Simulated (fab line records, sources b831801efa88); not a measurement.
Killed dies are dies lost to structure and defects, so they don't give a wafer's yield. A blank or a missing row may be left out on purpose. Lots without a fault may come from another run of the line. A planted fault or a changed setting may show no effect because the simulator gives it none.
fab line records | flow sky130
record lots=7 wafers=21 last_day=50
route steps=708 shown LDD_LDN@302 SPACER@304 POLY_CUT@307
lots that met no fault: from a run of the same line without faults
start_h: hours from the record's first day to the start of the lot's first wafer shown | wait_h: hours since the lot's step before | " the same as in the row above | L1.1+2: a row that stands for several wafers | - no value, or no start given | * or withheld: withheld | < > ~ a bound
route shown NAME@n: a module of which the file shows steps, and the number in the route of the first | usual: mean/standard deviation of fault-free wafers | same: alike in all rows | chamber/n: place in a boat | sites: the reading at each site | _std_site: their standard deviation | _edge_site: outer sites' mean less inner sites' | radius_mm: how far each site lies from the wafer's centre | mask NAME#n: copy n | behind: the tool/chamber that last shaped the wafer | hold: why the lot was held/for how many hours/how that ended | device: the transistor (n, p or np) that didn't switch | end of line: the same wafers' tests at the end of the route | a step without rows: its recipe alone | killed: dies lost to structure and defects at the first sort, not the wafer's yield | map: a wafer's dies, x killed, . not, _ none there
set.NAME: the setting as run; set.NAME@STEP: as run at that earlier step | model.NAME: the simulator's own value behind a step, which no gauge read
lots at some steps of the route; a table a step, a row a wafer
services: from which hour (start_h, from the record's first day; less than 0 if before it) a tool's chamber was out of use, for how many hours, and why
## steps
# step SKY_LDD_LDN_TW_MEAS_13
# usual LDD_LDN_TW=1491/9.3
# columns lot.wafer tool chamber start_h wait_h LDD_LDN_TW
L116.1 film_metro-01 - 560.67 0.1 1495
L116.3 " - " " 1491
L116.6 " - " " 1497
L121.1 film_metro-01 - 589.25 0.1 1486
L121.5 " - " " 1494
L121.6 " - " " 1485
L122.2 film_metro-02 - 602.23 0.1 1497
L122.4 " - " " 1510
L122.6 " - " " 1501
L124.4 film_metro-01 - 614.30 0.1 1481
L124.5 " - " " 1481
L124.6 " - " " 1478
L126.1 film_metro-04 - 626.27 0.1 1490
L126.3 " - " " 1489
L126.4 " - " " 1498
L133.2 film_metro-01 - 689.81 0.1 1486
L133.4 " - " " 1487
L133.6 " - " " 1487
L138.1 film_metro-04 - 717.32 0.1 1501
L138.4 " - " " 1497
L138.6 " - " " 1498
# step SKY_LDD_LDN_CLEAN_14
# recipe chemistry=SC1/SC2 mix=1:4:20 temp_c=70 time_s=150 dry=n2_spin
# step SKY_SPACER_CVD_00
# recipe material=Si3N4 precursor=DCS/NH3 target_thk_nm=43.1 temp_c=770 time_s=740 pressure_mtorr=250
# step SKY_SPACER_THK_MEAS_01
# recipe reads=Si3N4_of_SPACER_CVD_00
# usual SPACER_CVD_00_THK=42.9/0.37
# columns lot.wafer tool chamber start_h wait_h SPACER_CVD_00_THK[nm]
L116.1 film_metro-02 - 561.99 0.0 43.7
L116.3 " - " " 43.4
L116.6 " - " " 43.2
L121.1 film_metro-03 - 590.56 0.0 42.5
L121.5 " - " " 42.5
L121.6 " - " " 42.3
L122.2 film_metro-02 - 603.54 0.0 43.1
L122.4 " - " " 43.3
L122.6 " - " " 43.3
L124.4 film_metro-04 - 616.06 0.0 43.1
L124.5 " - " " 42.8
L124.6 " - " " 43.2
L126.1 film_metro-04 - 627.58 0.0 42.5
L126.3 " - " " 42.6
L126.4 " - " " 42.6
L133.2 film_metro-04 - 691.12 0.0 43.2
L133.4 " - " " 43.1
L133.6 " - " " 43.1
L138.1 film_metro-04 - 719.34 0.0 42.4
L138.4 " - " " 42.4
L138.6 " - " " 42.4
# step SKY_SPACER_ETCHBACK_02
# recipe chemistry=CH3F/O2 target=Si3N4 stop_on=SiO2 source_w=400 bias_w=80 pressure_mtorr=25 ch3f_flow_sccm=40 O2_flow_sccm=30 time_s=46.7 target_depth_a=450
# usual drypump_motor_current_A=5.4/0.43 oes_product_au=0.853/0.0059 throttle_valve_pct=10.563/0.0083
# columns lot.wafer tool chamber start_h wait_h drypump_motor_current_A oes_product_au rf_hours_counter_h throttle_valve_pct
L116.1 rie_diel-02 0 562.05 0.1 5.5 0.864 0 10.556
L116.3 " 1 " " 5.5 0.860 13 10.568
L116.6 " 1 " " 5.5 0.850 - 10.566
L121.1 rie_diel-03 0 590.62 0.1 5.0 0.846 2 10.574
L121.5 " 3 " " 6.1 0.852 - 10.560
L121.6 " 0 " " 5.0 0.857 - 10.548
L122.2 rie_diel-01 2 603.59 0.0 5.5 0.859 0 10.567
L122.4 " 0 " " 6.2 0.857 7 10.546
L122.6 " 0 " " 6.3 0.852 - 10.563
L124.4 rie_diel-01 2 616.09 0.0 5.4 0.861 0 10.569
L124.5 " 3 " " 4.8 0.859 - 10.547
L124.6 " 2 " " 5.5 0.850 - 10.555
L126.1 rie_diel-01 1 627.64 0.1 5.2 0.858 3 10.551
L126.3 " 2 " " 5.5 0.845 0 10.563
L126.4 " 3 " " 4.8 0.851 5 10.544
L133.2 rie_diel-01 3 691.17 0.0 4.8 0.859 6 10.571
L133.4 " 2 " " 5.5 0.855 2 10.554
L133.6 " 3 " " 4.9 0.862 - 10.570
L138.1 rie_diel-03 0 719.40 0.1 4.9 0.850 4 10.550
L138.4 " 1 " " 6.0 0.841 10 10.557
L138.6 " 1 " " 6.0 0.855 - 10.575
# step SKY_POLY_CUT_DEHYDRATE_00
# recipe temp_c=200 time_s=60
# step SKY_POLY_CUT_HMDS_01
# recipe prime_time_s=60 prime_temp_c=120
# step SKY_POLY_CUT_COAT_02
# recipe resist=BARC temp_c=withheld time_s=withheld spin_rpm=3000 resist_thk_nm=60
# step SKY_POLY_CUT_COAT_03
# recipe resist=KrF-thick spin_rpm=3000 resist_thk_nm=450
# step SKY_POLY_CUT_SOFTBAKE_04
# recipe temp_c=100.8 time_s=90 resist=KrF-thick
# step SKY_POLY_CUT_EXPOSE_05
# recipe mask_id=NPCM na=0.8 source_shape=annular sigma_inner=0.55 sigma_outer=0.85 target_cd_nm=270 dose_mj=32
# step SKY_POLY_CUT_PEB_06
# recipe peb_temp_c=withheld peb_time_s=withheld resist=KrF-thick
# step SKY_POLY_CUT_DEVELOP_07
# recipe develop_time_s=60 resist=KrF-thick dev_temp_c=21
# usual chill_plate_temp_C=23.00/0.11 develop_time_s=60/0
# columns lot.wafer tool chamber start_h wait_h chill_plate_temp_C develop_time_s model.KrF-thick_of_POLY_CUT_COAT_03.thk_nm
L116.1 litho_track-02 0 591 - 23.12 60 436.5
L116.3 " 0 " " 22.95 60 436.5
L116.6 " 0 592 - 23.07 60 436.3
L121.1 litho_track-03 - 618 - - - 450.8
L121.5 " - " " - - 452.2
L121.6 " - " " - - 452.1
L122.2 litho_track-03 - 631 - - - 448.3
L122.4 " - " " - - 448.6
L122.6 " - " " - - 448.9
L124.4 litho_track-03 - 643 - - - 447.8
L124.5 " - 644 - - - 448.4
L124.6 " - " " - - 448.3
L126.1 litho_track-04 0 655 - 23.02 60 434.7
L126.3 " 0 " " 22.86 60 435
L126.4 " 0 " " 22.93 60 435.9
L133.2 litho_track-03 0 718 - 23.06 60 434.9
L133.4 " 0 " " 22.92 60 434
L133.6 " 0 " " 23.16 60 435.1
L138.1 litho_track-02 0 745 - 22.91 60 438.1
L138.4 " 0 746 - 22.84 60 437.3
L138.6 " 0 " " 23.06 60 438.1
# step SKY_POLY_CUT_CD_MEAS_08
# recipe target_cd_nm=270
# usual cd_nm=270.1/1.5
# columns lot.wafer tool chamber start_h wait_h cd_nm
L116.1 cd_sem-01 - 592.05 - 269.3
L116.3 " - " " 269.5
L116.6 " - " " 269.6
L121.1 cd_sem-02 - 618.86 - -
L121.5 " - " " -
L121.6 " - " " -
L122.2 cd_sem-01 - 631.88 - -
L122.4 " - " " -
L122.6 " - " " -
L124.4 cd_sem-01 - 644.12 - -
L124.5 " - " " -
L124.6 " - " " -
L126.1 cd_sem-02 - 655.48 - 269.3
L126.3 " - " " 269.9
L126.4 " - " " 271.0
L133.2 cd_sem-02 - 719.03 - 271.7
L133.4 " - " " 271.4
L133.6 " - " " 272.3
L138.1 cd_sem-02 - 746.15 - 266.9
L138.4 " - " " 266.9
L138.6 " - " " 268.1
## services
# columns tool chamber start_h hours kind
rie_diel-01 - 538.66 2.8 pm
rie_diel-02 0 547.17 - clean
rie_diel-02 0 547.17 12.9 scheduled_down
rie_diel-02 0 547.17 12.9 vent_cycle
rie_diel-03 3 557.11 - clean
rie_diel-03 3 557.11 19.9 scheduled_down
rie_diel-03 3 557.11 19.9 vent_cycle
rie_diel-01 2 574.43 - clean
rie_diel-01 2 574.43 17.6 scheduled_down
rie_diel-01 2 574.43 17.6 vent_cycle
rie_diel-03 0 643.34 2.5 repair
rie_diel-03 2 666.11 3.6 repair
rie_diel-02 0 666.63 8.1 repair
rie_diel-02 1 670.75 6.6 repair
rie_diel-01 2 699.93 15.7 repair
rie_diel-03 0 706.05 3.6 repair
rie_diel-03 0 732.20 8.2 repair
rie_diel-02 2 736.56 2.1 repair
## key
first_sign step=SKY_POLY_CUT_DEVELOP_07 reading=tool_record direction=missing
effect none on later readings
model_effect step=SKY_POLY_CUT_DEVELOP_07 value=KrF-thick_of_POLY_CUT_COAT_03.thk_nm without=435.4 struck=449.5
met_at SKY_POLY_CUT_DEVELOP_07
struck_wafers L121.1,L121.5,L121.6,L122.2,L122.4,L122.6,L124.4,L124.5,L124.6
later_rows_left_out L121.1,L121.5,L121.6,L122.2,L122.4,L122.6,L124.4,L124.5,L124.6
sort_left_out L121.1,L121.5,L121.6,L122.2,L122.4,L122.6,L124.4,L124.5,L124.6
tester_left_out L121,L122,L124
fault kind=skipped_step_whole tool=litho_track-03 chamber=- onset_h=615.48 steps=SKY_POLY_CUT_DEVELOP_07 scope=struck_lots_only
# tester_left_out: of these lots the tester's yield and bins aren't shown, on N5 and GAA mostly nor the transistor test; their killed dies are dies lost to structure and defects alone, not to doping, threshold or leakage, so they don't give the yield
# sort_left_out: the simulated sort isn't trusted on such a fault, so these wafers' sort isn't shown, and their yield isn't known
# later_rows_left_out: the simulator's readings of these wafers behind a module that went badly wrong aren't trusted and aren't shown, but for the sort
